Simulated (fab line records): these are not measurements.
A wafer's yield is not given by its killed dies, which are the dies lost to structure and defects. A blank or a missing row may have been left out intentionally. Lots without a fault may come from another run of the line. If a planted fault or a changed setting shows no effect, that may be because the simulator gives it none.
Which tool was responsible?    flow sky130    6 lots, 18 wafers sampled, at 2 steps of a route of 708

== WHAT THE GAUGES SHOWED, per wafer ==
SKY_FIELD_ISO_THK_MEAS_25.
lot   measured     on             FIELD_ISO_CVD_24_THK (nm)
L414  day 2 11:20  film_metro-04  579 592 598
L416  day 2 23:56  film_metro-03  595 591 591
L420  day 3 17:29  film_metro-02  594 591 589
L425  day 4 22:34  film_metro-03  595 597 605
L434  day 6 22:00  film_metro-03  601 599 583
L436  day 7 09:26  film_metro-04  591 608 597

== WHAT TOOL EACH LOT RAN ON (gives the tool, then ch and the chambers of the sampled wafers, and finally the start) ==
lot   SKY_FIELD_ISO_ETCH_17
L414  rie_si-01 ch 0,1,3, day 2 09:08
L416  rie_si-01 ch 1,2, day 2 22:11
L420  rie_si-02 ch 0,1,2, day 3 15:50
L425  rie_si-01 ch 0,1,2, day 4 19:57
L434  rie_si-02 ch 1,2,3, day 6 17:43
L436  rie_si-01 ch 0,1,3, day 7 04:46
- SKY_FIELD_ISO_ETCH_17: etches Si in HBr/Cl2/O2, target depth 342 nm, time 97.7 s.

== THE ANSWER, worked out from the rows above alone ==
Rule: the usual values come from the lots themselves. Put in order of their means at a reading, lots are off if they are a third of the lots or fewer, leave a main group of 4 or more, and stand apart from it by a gap of 3 or more times the standard deviation of the main group's means; of several such gaps the widest counts. A main group whose means are all the same, to the digits that the tables above print for the reading, isn't used. Also off: a lot with no number at a reading for which 4 or more lots have one. Where the step has rows for the other lots, those lots are counted as sound.
None of the lots is off at any reading shown; this tells nothing.

== WHAT HAD BEEN PUT IN BY THE SIMULATOR ==
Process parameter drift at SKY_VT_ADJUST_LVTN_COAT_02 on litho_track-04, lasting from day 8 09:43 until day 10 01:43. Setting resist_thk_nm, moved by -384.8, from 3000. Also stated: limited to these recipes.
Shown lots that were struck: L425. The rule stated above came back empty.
